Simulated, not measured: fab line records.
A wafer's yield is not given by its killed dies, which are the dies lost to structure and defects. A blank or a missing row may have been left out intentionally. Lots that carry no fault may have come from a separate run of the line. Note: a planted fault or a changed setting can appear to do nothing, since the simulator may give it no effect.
fab line records ; flow sky130 ; part 1 of 2: steps 1 to 27 of 38
record lots=5; wafers=15; last-day=50
route steps=708 shown SONOS_ONO@184 GATE_OXIDE@187 POLY_GATE@204 RES_PROTECT@206
lots with no fault: from the same line, run without faults
start-h: hours from the record's opening day to when the first of the lot's shown wafers began ; wait-h: hours from the lot's prior step to this one ; " unchanged from the row above ; L1.1+2: a single row standing in for several wafers ; - no value present, or no start provided ; * or withheld: withheld ; < > ~ a bound
route shown NAME@n: a module of which the file shows steps, and the number in the route of the first ; usual: mean/standard deviation of fault-free wafers ; same: alike in all rows ; chamber/n: place in a boat ; sites: each site's reading ; _std_site: standard deviation across them ; _edge_site: inner sites' mean taken away from outer sites' mean ; radius-mm: how far each site lies from the wafer's centre ; mask NAME#n: copy n ; behind: the last tool/chamber to shape the wafer ; hold: cause of the lot's hold/its duration in hours/its outcome ; device: whichever transistor did not switch (one of n, p or np) ; end of line: tests of these same wafers at the route's end ; a step given without rows: its recipe and nothing more ; killed: not the wafer's yield, but the dies lost to structure and defects at the first sort ; map: a wafer's dies, x killed, . not, _ none there
set.NAME: setting as actually run; set.NAME@STEP: the setting as run at that earlier step ; model.NAME: the simulator's own value behind a step, which no gauge read
a table for each step, a row for each wafer; lots at some steps of the route
services: a tool's chamber out of use, with start hour (start-h, from the record's first day; less than 0 if before it), hours out, and reason
## steps
# step SKY_SONOS_ONO_WET_ETCH_16
# recipe chemistry=dHF; target-depth-nm=14; dry=n2-spin; target=SiO2; dilution=100:1; temp-c=25; time-s=280
lot.wafer;tool;chamber;start-h;wait-h
L076.1+2+5;wet-bench-04;0;296.07;0.0
L083.2+4+6;wet-bench-03;2;351.43;0.0
L085.1+3+6;wet-bench-02;3;365.61;0.0
L090.2+5+6;wet-bench-02;1;410.11;0.0
L097.2+3+6;wet-bench-02;3;479.62;0.0
# step SKY_SONOS_ONO_STRIP_17
# recipe chemistry=O2/N2; power-w=1400; pressure-mtorr=1500; platen-temp-c=withheld; o2-flow-sccm=3000; n2-flow-sccm=300; overash-fraction=0.5
# usual drypump-motor-current-A=5.8/0.45; oes-product-au=0.710/0.0045; strip-time-to-endpoint-s=14.08/0.038
lot.wafer;tool;chamber;start-h;wait-h;drypump-motor-current-A;oes-product-au;rf-hours-counter-h;strip-time-to-endpoint-s
L076.1;plasma-asher-03;0;296.15;0.0;6.5;0.703;61;14.12
L076.2;plasma-asher-03;1;296.15;0.0;5.9;0.719;61;14.11
L076.5;plasma-asher-03;1;296.15;0.0;5.9;0.705;-;14.10
L083.2;plasma-asher-03;0;351.53;0.0;6.5;0.716;67;14.11
L083.4;plasma-asher-03;1;351.53;0.0;5.9;0.715;-;14.09
L083.6;plasma-asher-03;0;351.53;0.0;6.5;0.710;-;14.11
L085.1;plasma-asher-02;1;365.71;0.0;6.0;0.711;71;14.05
L085.3;plasma-asher-02;0;365.71;0.0;6.0;0.705;-;14.05
L085.6;plasma-asher-02;0;365.71;0.0;6.0;0.720;-;14.07
L090.2;plasma-asher-03;0;410.20;0.0;6.5;0.706;71;14.08
L090.5;plasma-asher-03;0;410.20;0.0;6.5;0.715;-;14.11
L090.6;plasma-asher-03;1;410.20;0.0;5.9;0.714;-;14.11
L097.2;plasma-asher-02;1;479.70;0.0;6.0;0.712;5;14.06
L097.3;plasma-asher-02;1;479.70;0.0;6.0;0.706;-;14.06
L097.6;plasma-asher-02;1;479.70;0.0;6.0;0.710;-;14.07
# step SKY_SONOS_ONO_WET_ETCH_18
# recipe chemistry=H3PO4; target-depth-nm=15; target=Si3N4; temp-c=160; time-s=172
lot.wafer;tool;chamber;start-h;wait-h
L076.1+2+5;wet-bench-02;3;296.25;0.1
L083.2+4+6;wet-bench-03;1;351.63;0.1
L085.1+3+6;wet-bench-02;1;365.81;0.1
L090.2+5+6;wet-bench-03;3;410.30;0.1
L097.2+3+6;wet-bench-02;2;479.80;0.1
# step SKY_GATE_OXIDE_CLEAN_00
# recipe chemistry=SC1/SC2; mix=1:4:20; temp-c=70; time-s=150; dry=n2-spin
lot.wafer;tool;chamber;start-h;wait-h
L076.1+2+5;wet-bench-04;1;296.31;0.0
L083.2+4+6;wet-bench-04;0;351.69;0.0
L085.1+3+6;wet-bench-03;1;365.87;0.0
L090.2+5+6;wet-bench-04;0;410.35;0.0
L097.2+3+6;wet-bench-03;3;479.86;0.0
# step SKY_GATE_OXIDE_OXIDATION_01
# recipe temp-c=900; ambient=O2; stabilise-s=600; purge-s=300; target-thk-a=102.68; ox-time-s=1473
lot.wafer;tool;chamber;start-h;wait-h
L076.1+2+5;furnace-02;0;297.81;1.4
L083.2+4+6;furnace-02;0;352.79;1.0
L085.1+3+6;furnace-01;0;367.01;1.1
L090.2+5+6;furnace-01;0;411.63;1.2
L097.2+3+6;furnace-01;0;479.91;0.0
# step SKY_GATE_OXIDE_THK_MEAS_02
# recipe reads=SiO2_of_GATE_OXIDE_OXIDATION_01
# usual GATE_OXIDE_OXIDATION_00_THK=10.23/0.26
lot.wafer;tool;chamber;start-h;wait-h;GATE_OXIDE_OXIDATION_00_THK[nm]
L076.1;film-metro-02;-;299.22;0.0;10.55
L076.2;film-metro-02;-;299.22;0.0;10.62
L076.5;film-metro-02;-;299.22;0.0;10.39
L083.2;film-metro-01;-;354.21;0.0;9.79
L083.4;film-metro-01;-;354.21;0.0;9.86
L083.6;film-metro-01;-;354.21;0.0;9.90
L085.1;film-metro-03;-;368.42;0.0;10.23
L085.3;film-metro-03;-;368.42;0.0;10.05
L085.6;film-metro-03;-;368.42;0.0;10.18
L090.2;film-metro-03;-;413.05;0.0;9.81
L090.5;film-metro-03;-;413.05;0.0;9.81
L090.6;film-metro-03;-;413.05;0.0;9.99
L097.2;film-metro-03;-;481.33;0.0;10.20
L097.3;film-metro-03;-;481.33;0.0;10.17
L097.6;film-metro-03;-;481.33;0.0;9.93
# step SKY_GATE_OXIDE_DEHYDRATE_03
# recipe temp-c=200; time-s=60
# usual chill-plate-temp-C=23.01/0.098
lot.wafer;tool;chamber;start-h;wait-h;chill-plate-temp-C
L076.1;litho-track-02;0;311.24;12.0;22.71
L076.2;litho-track-02;0;311.24;12.0;22.92
L076.5;litho-track-02;0;311.24;12.0;22.86
L083.2;litho-track-02;0;367.61;13.4;23.07
L083.4;litho-track-02;0;367.61;13.4;23.10
L083.6;litho-track-02;0;367.61;13.4;23.02
L085.1;litho-track-01;0;381.95;13.5;23.00
L085.3;litho-track-01;0;381.95;13.5;22.95
L085.6;litho-track-01;0;381.95;13.5;23.12
L090.2;litho-track-03;0;426.86;13.8;22.87
L090.5;litho-track-03;0;426.86;13.8;23.14
L090.6;litho-track-03;0;426.86;13.8;22.98
L097.2;litho-track-03;0;495.91;14.6;22.91
L097.3;litho-track-03;0;495.91;14.6;23.05
L097.6;litho-track-03;0;495.91;14.6;23.09
# step SKY_GATE_OXIDE_HMDS_04
# recipe prime-time-s=60; prime-temp-c=120
# usual chill-plate-temp-C=23.01/0.11
lot.wafer;tool;chamber;start-h;wait-h;chill-plate-temp-C
L076.1;litho-track-02;0;311.39;0.1;22.89
L076.2;litho-track-02;0;311.39;0.1;23.11
L076.5;litho-track-02;0;311.39;0.1;23.07
L083.2;litho-track-02;0;367.76;0.1;22.98
L083.4;litho-track-02;0;367.76;0.1;22.71
L083.6;litho-track-02;0;367.76;0.1;22.96
L085.1;litho-track-01;0;382.10;0.1;23.14
L085.3;litho-track-01;0;382.10;0.1;23.19
L085.6;litho-track-01;0;382.10;0.1;22.96
L090.2;litho-track-03;0;427.01;0.1;22.94
L090.5;litho-track-03;0;427.01;0.1;22.93
L090.6;litho-track-03;0;427.01;0.1;22.92
L097.2;litho-track-03;0;496.06;0.1;23.04
L097.3;litho-track-03;0;496.06;0.1;23.04
L097.6;litho-track-03;0;496.06;0.1;23.03
# step SKY_GATE_OXIDE_COAT_05
# recipe resist=NOVOLAK; spin-rpm=3000; resist-thk-nm=1140
# usual chill-plate-temp-C=23.00/0.11; dispense-pressure-kPa=47/5.4; spin-speed-rpm=3000.4/1.9
lot.wafer;tool;chamber;start-h;wait-h;chill-plate-temp-C;dispense-pressure-kPa;spin-speed-rpm
L076.1;litho-track-02;0;311.54;0.1;22.98;55;3001.7
L076.2;litho-track-02;0;311.54;0.1;23.06;55;3001.9
L076.5;litho-track-02;0;311.54;0.1;23.03;55;3001.0
L083.2;litho-track-02;0;367.91;0.1;22.86;55;2999.6
L083.4;litho-track-02;0;367.91;0.1;22.94;55;2998.0
L083.6;litho-track-02;0;367.91;0.1;22.96;55;3005.6
L085.1;litho-track-01;0;382.25;0.1;23.08;46;3000.9
L085.3;litho-track-01;0;382.25;0.1;23.02;46;2999.5
L085.6;litho-track-01;0;382.25;0.1;22.93;46;2999.2
L090.2;litho-track-03;0;427.16;0.1;22.88;42;3001.5
L090.5;litho-track-03;0;427.16;0.1;23.00;42;3002.4
L090.6;litho-track-03;0;427.16;0.1;23.10;42;3004.4
L097.2;litho-track-03;0;496.21;0.1;23.04;42;2998.2
L097.3;litho-track-03;0;496.21;0.1;22.99;42;3000.2
L097.6;litho-track-03;0;496.21;0.1;22.99;42;2997.7
# step SKY_GATE_OXIDE_SOFTBAKE_06
# recipe temp-c=90; time-s=60; resist=NOVOLAK
# usual chill-plate-temp-C=23.00/0.1
lot.wafer;tool;chamber;start-h;wait-h;chill-plate-temp-C
L076.1;litho-track-02;0;311.69;0.1;22.85
L076.2;litho-track-02;0;311.69;0.1;22.98
L076.5;litho-track-02;0;311.69;0.1;22.89
L083.2;litho-track-02;0;368.06;0.1;22.81
L083.4;litho-track-02;0;368.06;0.1;23.09
L083.6;litho-track-02;0;368.06;0.1;23.03
L085.1;litho-track-01;0;382.40;0.1;22.92
L085.3;litho-track-01;0;382.40;0.1;22.89
L085.6;litho-track-01;0;382.40;0.1;23.08
L090.2;litho-track-03;0;427.31;0.1;22.96
L090.5;litho-track-03;0;427.31;0.1;23.04
L090.6;litho-track-03;0;427.31;0.1;22.96
L097.2;litho-track-03;0;496.36;0.1;23.06
L097.3;litho-track-03;0;496.36;0.1;22.99
L097.6;litho-track-03;0;496.36;0.1;23.05
# step SKY_GATE_OXIDE_EXPOSE_07
# recipe mask-id=LVOM; na=0.6; source-shape=conventional; sigma-outer=0.6; polarization=unpolarized; target-cd-nm=600; dose-mj=170
# usual stage-vel-mm-s=500.04/0.25
lot.wafer;tool;chamber;start-h;wait-h;mask;stage-vel-mm-s
L076.1;iline-stepper-01;0;-;-;LVOM#0;500.39
L076.2;iline-stepper-01;0;-;-;LVOM#0;500.31
L076.5;iline-stepper-01;0;-;-;LVOM#0;500.35
L083.2;iline-stepper-01;0;-;-;LVOM#0;499.98
L083.4;iline-stepper-01;0;-;-;LVOM#0;499.64
L083.6;iline-stepper-01;0;-;-;LVOM#0;500.16
L085.1;iline-stepper-01;0;-;-;LVOM#0;500.21
L085.3;iline-stepper-01;0;-;-;LVOM#0;499.85
L085.6;iline-stepper-01;0;-;-;LVOM#0;500.24
L090.2;iline-stepper-02;0;-;-;LVOM#0;500.19
L090.5;iline-stepper-02;0;-;-;LVOM#0;500.20
L090.6;iline-stepper-02;0;-;-;LVOM#0;500.12
L097.2;iline-stepper-02;0;-;-;LVOM#0;500.04
L097.3;iline-stepper-02;0;-;-;LVOM#0;499.99
L097.6;iline-stepper-02;0;-;-;LVOM#0;500.05
# step SKY_GATE_OXIDE_PEB_08
# recipe temp-c=withheld; time-s=*; resist=NOVOLAK
# usual chill-plate-temp-C=*
lot.wafer;tool;chamber;start-h;wait-h;chill-plate-temp-C
L076.1;litho-track-01;0;-;-;*
L076.2;litho-track-01;0;-;-;*
L076.5;litho-track-01;0;-;-;*
L083.2;litho-track-02;0;-;-;*
L083.4;litho-track-02;0;-;-;*
L083.6;litho-track-02;0;-;-;*
L085.1;litho-track-02;0;-;-;*
L085.3;litho-track-02;0;-;-;*
L085.6;litho-track-02;0;-;-;*
L090.2;litho-track-03;0;-;-;*
L090.5;litho-track-03;0;-;-;*
L090.6;litho-track-03;0;-;-;*
L097.2;litho-track-03;0;-;-;*
L097.3;litho-track-03;0;-;-;*
L097.6;litho-track-03;0;-;-;*
# step SKY_GATE_OXIDE_DEVELOP_09
# recipe resist=NOVOLAK; developer=TMAH; develop-time-s=60; dev-temp-c=23
# usual chill-plate-temp-C=23.00/0.11
lot.wafer;tool;chamber;start-h;wait-h;chill-plate-temp-C
L076.1;litho-track-01;0;325.00;0.1;22.96
L076.2;litho-track-01;0;325.00;0.1;23.23
L076.5;litho-track-01;0;325.00;0.1;23.00
L083.2;litho-track-02;0;382.06;0.1;23.13
L083.4;litho-track-02;0;382.06;0.1;23.17
L083.6;litho-track-02;0;382.06;0.1;23.23
L085.1;litho-track-02;0;396.84;0.1;23.08
L085.3;litho-track-02;0;396.84;0.1;23.17
L085.6;litho-track-02;0;396.84;0.1;22.93
L090.2;litho-track-03;0;442.96;0.1;23.02
L090.5;litho-track-03;0;442.96;0.1;23.11
L090.6;litho-track-03;0;442.96;0.1;23.06
L097.2;litho-track-03;0;512.16;0.1;22.92
L097.3;litho-track-03;0;512.16;0.1;23.05
L097.6;litho-track-03;0;512.16;0.1;22.82
# step SKY_GATE_OXIDE_OVL_MEAS_10
# usual GATE_OXIDE_OVL=0.6/1.2
lot.wafer;tool;chamber;start-h;wait-h;GATE_OXIDE_OVL[nm]
L076.1;overlay-01;-;325.15;0.1;-0.2
L076.2;overlay-01;-;325.15;0.1;1.1
L076.5;overlay-01;-;325.15;0.1;1.5
L083.2;overlay-01;-;382.19;0.1;0.0
L083.4;overlay-01;-;382.19;0.1;1.3
L083.6;overlay-01;-;382.19;0.1;2.9
L085.1;overlay-01;-;396.99;0.1;0.7
L085.3;overlay-01;-;396.99;0.1;1.1
L085.6;overlay-01;-;396.99;0.1;-1.8
L090.2;overlay-01;-;443.09;0.1;1.2
L090.5;overlay-01;-;443.09;0.1;1.7
L090.6;overlay-01;-;443.09;0.1;1.0
L097.2;overlay-02;-;512.29;0.1;2.2
L097.3;overlay-02;-;512.29;0.1;-0.2
L097.6;overlay-02;-;512.29;0.1;-0.4
# step SKY_GATE_OXIDE_IMPLANT_11
# recipe species=B; energy-kev=10; dose-cm2=2.6e+12; tilt-deg=withheld
lot.wafer;tool;chamber;start-h;wait-h
L076.1+2+5;implanter-01;0;325.19;0.0
L083.2+4+6;implanter-02;0;382.25;0.0
L085.1+3+6;implanter-03;0;397.02;0.0
L090.2+5+6;implanter-02;0;443.14;0.0
L097.2+3+6;implanter-03;0;512.34;0.0
# step SKY_GATE_OXIDE_WET_ETCH_12
# recipe chemistry=dHF; target-depth-nm=16.8; dry=n2-spin; target=SiO2; dilution=100:1; temp-c=25; time-s=336
lot.wafer;tool;chamber;start-h;wait-h
L076.1+2+5;wet-bench-02;1;325.34;0.1
L083.2+4+6;wet-bench-04;3;382.37;0.1
L085.1+3+6;wet-bench-02;1;397.17;0.1
L090.2+5+6;wet-bench-03;0;443.27;0.1
L097.2+3+6;wet-bench-03;0;512.47;0.1
# step SKY_GATE_OXIDE_STRIP_13
# recipe chemistry=O2/N2; power-w=1400; pressure-mtorr=1500; platen-temp-c=withheld; o2-flow-sccm=3000; n2-flow-sccm=300; overash-fraction=0.5
# usual drypump-motor-current-A=5.6/0.38; oes-product-au=0.716/0.0044; strip-time-to-endpoint-s=14.18/0.042
lot.wafer;tool;chamber;start-h;wait-h;drypump-motor-current-A;oes-product-au;rf-hours-counter-h;strip-time-to-endpoint-s
L076.1;plasma-asher-01;0;325.44;0.0;5.2;0.713;21;14.16
L076.2;plasma-asher-01;1;325.44;0.0;5.4;0.711;21;14.12
L076.5;plasma-asher-01;0;325.44;0.0;5.2;0.711;-;14.15
L083.2;plasma-asher-04;0;382.51;0.0;5.2;0.719;54;14.20
L083.4;plasma-asher-04;1;382.51;0.0;5.1;0.716;-;14.20
L083.6;plasma-asher-04;0;382.51;0.0;5.2;0.716;-;14.14
L085.1;plasma-asher-02;1;397.28;0.0;6.0;0.711;75;14.11
L085.3;plasma-asher-02;1;397.28;0.0;6.0;0.710;-;14.18
L085.6;plasma-asher-02;1;397.28;0.0;6.0;0.724;-;14.12
L090.2;plasma-asher-04;0;443.37;0.0;5.2;0.712;59;14.13
L090.5;plasma-asher-04;1;443.37;0.0;5.1;0.716;-;14.15
L090.6;plasma-asher-04;0;443.37;0.0;5.2;0.715;-;14.19
L097.2;plasma-asher-04;1;512.57;0.0;5.1;0.714;66;14.21
L097.3;plasma-asher-04;0;512.57;0.0;5.2;0.728;-;14.21
L097.6;plasma-asher-04;0;512.57;0.0;5.2;0.723;-;14.16
# step SKY_GATE_OXIDE_TW_MEAS_14
# usual GATE_OXIDE_TW=225.6/2.3
lot.wafer;tool;chamber;start-h;wait-h;GATE_OXIDE_TW
L076.1;film-metro-02;-;325.54;0.1;222.6
L076.2;film-metro-02;-;325.54;0.1;223.8
L076.5;film-metro-02;-;325.54;0.1;223.2
L083.2;film-metro-03;-;382.62;0.1;227.9
L083.4;film-metro-03;-;382.62;0.1;228.2
L083.6;film-metro-03;-;382.62;0.1;227.9
L085.1;film-metro-02;-;397.38;0.1;223.0
L085.3;film-metro-02;-;397.38;0.1;223.1
L085.6;film-metro-02;-;397.38;0.1;224.1
L090.2;film-metro-02;-;443.48;0.1;224.4
L090.5;film-metro-02;-;443.48;0.1;223.8
L090.6;film-metro-02;-;443.48;0.1;223.4
L097.2;film-metro-02;-;512.68;0.1;222.9
L097.3;film-metro-02;-;512.68;0.1;224.0
L097.6;film-metro-02;-;512.68;0.1;223.0
# step SKY_GATE_OXIDE_CLEAN_15
# recipe chemistry=SC1/SC2; mix=1:4:20; temp-c=70; time-s=150; dry=n2-spin
lot.wafer;tool;chamber;start-h;wait-h
L076.1+2+5;wet-bench-04;0;325.60;0.1
L083.2+4+6;wet-bench-02;0;382.67;0.0
L085.1+3+6;wet-bench-04;1;397.44;0.1
L090.2+5+6;wet-bench-03;0;443.53;0.0
L097.2+3+6;wet-bench-04;1;512.73;0.0
# step SKY_GATE_OXIDE_OXIDATION_16
# recipe temp-c=800; ambient=O2; idle-temp-c=700; ramp-up-c-per-min=10; ramp-down-c-per-min=3; stabilise-s=600; purge-s=300; target-thk-a=35.7; ox-time-s=1915
lot.wafer;tool;chamber;start-h;wait-h
L076.1+2+5;furnace-02;0;327.43;1.8
L083.2+4+6;furnace-02;0;384.45;1.7
L085.1+3+6;furnace-02;0;398.67;1.2
L090.2+5+6;furnace-02;0;443.58;0.0
L097.2+3+6;furnace-01;0;512.78;0.0
# step SKY_POLY_GATE_CVD_00
# recipe material=poly-Si; target-thk-nm=180; temp-c=620; time-s=720; pressure-mtorr=200
lot.wafer;tool;chamber;start-h;wait-h
L076.1+2+5;lpcvd-01;1;328.96;0.0
L083.2+4+6;lpcvd-01;1;385.98;0.0
L085.1+3+6;lpcvd-01;1;400.20;0.0
L090.2+5+6;lpcvd-01;0;445.11;0.0
L097.2+3+6;lpcvd-01;0;514.32;0.0
# step SKY_POLY_GATE_THK_MEAS_01
# recipe reads=poly-Si_of_POLY_GATE_CVD_00
# usual POLY_GATE_CVD_00_THK=180.7/1.6
lot.wafer;tool;chamber;start-h;wait-h;POLY_GATE_CVD_00_THK[nm]
L076.1;film-metro-03;-;330.16;0.0;181.4
L076.2;film-metro-03;-;330.16;0.0;182.4
L076.5;film-metro-03;-;330.16;0.0;181.0
L083.2;film-metro-02;-;387.19;0.0;183.3
L083.4;film-metro-02;-;387.19;0.0;184.7
L083.6;film-metro-02;-;387.19;0.0;184.1
L085.1;film-metro-04;-;402.00;0.0;180.6
L085.3;film-metro-04;-;402.00;0.0;180.1
L085.6;film-metro-04;-;402.00;0.0;180.9
L090.2;film-metro-03;-;446.32;0.0;182.2
L090.5;film-metro-03;-;446.32;0.0;181.2
L090.6;film-metro-03;-;446.32;0.0;183.4
L097.2;film-metro-02;-;515.53;0.0;180.3
L097.3;film-metro-02;-;515.53;0.0;180.2
L097.6;film-metro-02;-;515.53;0.0;179.9
# step SKY_RES_PROTECT_DEHYDRATE_00
# recipe temp-c=200; time-s=60
# usual chill-plate-temp-C=23.02/0.092
lot.wafer;tool;chamber;start-h;wait-h;chill-plate-temp-C
L076.1;litho-track-04;0;342.99;12.8;23.03
L076.2;litho-track-04;0;342.99;12.8;23.03
L076.5;litho-track-04;0;342.99;12.8;23.00
L083.2;litho-track-03;0;401.01;13.8;23.17
L083.4;litho-track-03;0;401.01;13.8;23.00
L083.6;litho-track-03;0;401.01;13.8;23.11
L085.1;litho-track-04;0;416.24;14.2;22.93
L085.3;litho-track-04;0;416.24;14.2;23.06
L085.6;litho-track-04;0;416.24;14.2;23.05
L090.2;litho-track-03;0;460.36;14.0;22.97
L090.5;litho-track-03;0;460.36;14.0;23.12
L090.6;litho-track-03;0;460.36;14.0;23.08
L097.2;litho-track-03;0;530.16;14.6;23.07
L097.3;litho-track-03;0;530.16;14.6;23.04
L097.6;litho-track-03;0;530.16;14.6;23.02
# step SKY_RES_PROTECT_HMDS_01
# recipe prime-time-s=60; prime-temp-c=120
# usual chill-plate-temp-C=23.02/0.1
lot.wafer;tool;chamber;start-h;wait-h;chill-plate-temp-C
L076.1;litho-track-04;0;343.14;0.1;23.04
L076.2;litho-track-04;0;343.14;0.1;23.19
L076.5;litho-track-04;0;343.14;0.1;23.03
L083.2;litho-track-03;0;401.16;0.1;23.15
L083.4;litho-track-03;0;401.16;0.1;23.00
L083.6;litho-track-03;0;401.16;0.1;23.06
L085.1;litho-track-04;0;416.39;0.1;22.88
L085.3;litho-track-04;0;416.39;0.1;22.84
L085.6;litho-track-04;0;416.39;0.1;22.92
L090.2;litho-track-03;0;460.51;0.1;22.97
L090.5;litho-track-03;0;460.51;0.1;22.87
L090.6;litho-track-03;0;460.51;0.1;22.97
L097.2;litho-track-03;0;530.31;0.1;23.05
L097.3;litho-track-03;0;530.31;0.1;23.10
L097.6;litho-track-03;0;530.31;0.1;23.14
# step SKY_RES_PROTECT_COAT_02
# recipe resist=NOVOLAK; spin-rpm=3000; resist-thk-nm=1140
# usual chill-plate-temp-C=23.01/0.099; dispense-pressure-kPa=45/4.8; spin-speed-rpm=2999.8/2.1
lot.wafer;tool;chamber;start-h;wait-h;chill-plate-temp-C;dispense-pressure-kPa;spin-speed-rpm
L076.1;litho-track-04;0;343.29;0.1;22.99;55;3002.0
L076.2;litho-track-04;0;343.29;0.1;23.01;55;3000.0
L076.5;litho-track-04;0;343.29;0.1;22.89;55;2996.4
L083.2;litho-track-03;0;401.31;0.1;23.16;42;3000.8
L083.4;litho-track-03;0;401.31;0.1;23.20;42;3000.7
L083.6;litho-track-03;0;401.31;0.1;22.93;42;2999.6
L085.1;litho-track-04;0;416.54;0.1;23.12;55;2999.4
L085.3;litho-track-04;0;416.54;0.1;23.03;55;2995.8
L085.6;litho-track-04;0;416.54;0.1;22.89;55;2997.1
L090.2;litho-track-03;0;460.66;0.1;22.96;42;2995.1
L090.5;litho-track-03;0;460.66;0.1;23.05;42;3002.2
L090.6;litho-track-03;0;460.66;0.1;23.17;42;2999.0
L097.2;litho-track-03;0;530.46;0.1;23.14;42;2999.0
L097.3;litho-track-03;0;530.46;0.1;22.87;42;2997.9
L097.6;litho-track-03;0;530.46;0.1;23.01;42;2999.4
# step SKY_RES_PROTECT_SOFTBAKE_03
# recipe temp-c=90; time-s=60; resist=NOVOLAK
# usual chill-plate-temp-C=23.00/0.12
lot.wafer;tool;chamber;start-h;wait-h;chill-plate-temp-C
L076.1;litho-track-04;0;343.44;0.1;23.15
L076.2;litho-track-04;0;343.44;0.1;22.99
L076.5;litho-track-04;0;343.44;0.1;23.03
L083.2;litho-track-03;0;401.46;0.1;23.00
L083.4;litho-track-03;0;401.46;0.1;23.08
L083.6;litho-track-03;0;401.46;0.1;22.97
L085.1;litho-track-04;0;416.69;0.1;22.90
L085.3;litho-track-04;0;416.69;0.1;22.75
L085.6;litho-track-04;0;416.69;0.1;22.80
L090.2;litho-track-03;0;460.81;0.1;22.85
L090.5;litho-track-03;0;460.81;0.1;23.00
L090.6;litho-track-03;0;460.81;0.1;23.00
L097.2;litho-track-03;0;530.61;0.1;22.94
L097.3;litho-track-03;0;530.61;0.1;23.00
L097.6;litho-track-03;0;530.61;0.1;22.99
# step SKY_RES_PROTECT_EXPOSE_04
# recipe mask-id=RPM; na=0.6; source-shape=conventional; sigma-outer=0.6; polarization=unpolarized; target-cd-nm=1270; dose-mj=131
# usual stage-vel-mm-s=500.03/0.23
lot.wafer;tool;chamber;start-h;wait-h;mask;stage-vel-mm-s
L076.1;iline-stepper-02;0;-;-;RPM#0;500.24
L076.2;iline-stepper-02;0;-;-;RPM#0;500.41
L076.5;iline-stepper-02;0;-;-;RPM#0;499.56
L083.2;iline-stepper-02;0;-;-;RPM#0;500.42
L083.4;iline-stepper-02;0;-;-;RPM#0;499.87
L083.6;iline-stepper-02;0;-;-;RPM#0;499.58
L085.1;iline-stepper-02;0;-;-;RPM#0;499.85
L085.3;iline-stepper-02;0;-;-;RPM#0;499.92
L085.6;iline-stepper-02;0;-;-;RPM#0;499.78
L090.2;iline-stepper-02;0;-;-;RPM#0;499.73
L090.5;iline-stepper-02;0;-;-;RPM#0;500.44
L090.6;iline-stepper-02;0;-;-;RPM#0;500.21
L097.2;iline-stepper-01;0;-;-;RPM#0;500.09
L097.3;iline-stepper-01;0;-;-;RPM#0;499.81
L097.6;iline-stepper-01;0;-;-;RPM#0;499.91
